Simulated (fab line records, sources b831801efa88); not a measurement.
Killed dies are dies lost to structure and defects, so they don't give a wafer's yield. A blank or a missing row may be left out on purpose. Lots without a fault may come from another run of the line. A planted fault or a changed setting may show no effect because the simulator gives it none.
A struck lot beside a sound one | flow sky130 | 14 steps out of a route of 708
Sound: wafers L690.3, L690.4, L690.6. Struck: wafers L703.1, L703.4, L703.6. The cause comes at the end.
At each step with rows: each side's tool, then ch and its chambers, then its first start. Under that, the readings that differ: sound wafers | struck wafers | difference of the means | sigmas: that difference in standard deviations of wafers without a fault.
alike: readings whose means differ by less than 2 such deviations, and words and numbers that are the same on both sides. not compared: withheld readings, readings that some wafer has no value for, bounds like >300 that may hide the same value, and numbers for which the record gives no deviation and whose values overlap.
The two part at a step that has a row with sigmas, a row that says differs or no value, or rows on one side only. Numbers that don't overlap but have no deviation are shown without sigmas and don't part them. A reading that every wafer of one side lacks parts them only if that side has two wafers or more.

SKY_METAL4_STRIP_19: strips in O2/N2.
  sound on plasma_asher-02 ch 0,1, day 44 14:46; struck on plasma_asher-02 ch 0, day 47 17:50
  alike: drypump_motor_current_A, oes_product_au, strip_time_to_endpoint_s
  not compared: rf_hours_counter_h
then, 4 steps without rows for these wafers: SKY_METAL4_STRIP_20 (strips in post etch residue remover, time 1200 s); SKY_METAL4_CLEAN_21 (cleans in IPA, time 180 s); SKY_METAL4_CLEAN_22 (cleans in O3/DIW); SKY_VIA4_HDPCVD_00 (deposits SiO2, target thk 1750 nm, time 291.7 s).
SKY_VIA4_THK_MEAS_01:
  sound on film_metro-01, day 44 15:33; struck on film_metro-01, day 47 18:41
  alike: VIA4_HDPCVD_THK
SKY_VIA4_CMP_02: polishes SiO2.
  sound on cmp-02 ch 1,2,3, day 44 15:38; struck on cmp-01 ch 0,2,3, day 47 18:47
  alike: motor_current_A, platen_rpm
SKY_VIA4_BOW_MEAS_03:
  sound on film_metro-01, day 44 15:56; struck on film_metro-03, day 47 19:02
  alike: VIA4_BOW
then, 4 steps without rows for these wafers: SKY_VIA4_DEHYDRATE_04 (time 60 s); SKY_VIA4_HMDS_05 (prime time 60 s); SKY_VIA4_COAT_06 (resist thk 1140 nm); SKY_VIA4_SOFTBAKE_07 (time 60 s).
SKY_VIA4_EXPOSE_08: exposes mask VIM4, target cd 800 nm.
  sound on iline_stepper-01 ch 0, day 45 03:01; struck on iline_stepper-02, day 48 04:59
  no value came back on the struck wafers for exposure_dose_mJ_cm2, focus_offset_nm (nm); on the sound wafers exposure_dose_mJ_cm2 reads 132.03 132.05 132.09
  alike: mask
then, 1 step without rows for these wafers: SKY_VIA4_PEB_09.

WHERE THEY PART
Only at SKY_VIA4_EXPOSE_08, within this record.

WHY: what the simulator had put in
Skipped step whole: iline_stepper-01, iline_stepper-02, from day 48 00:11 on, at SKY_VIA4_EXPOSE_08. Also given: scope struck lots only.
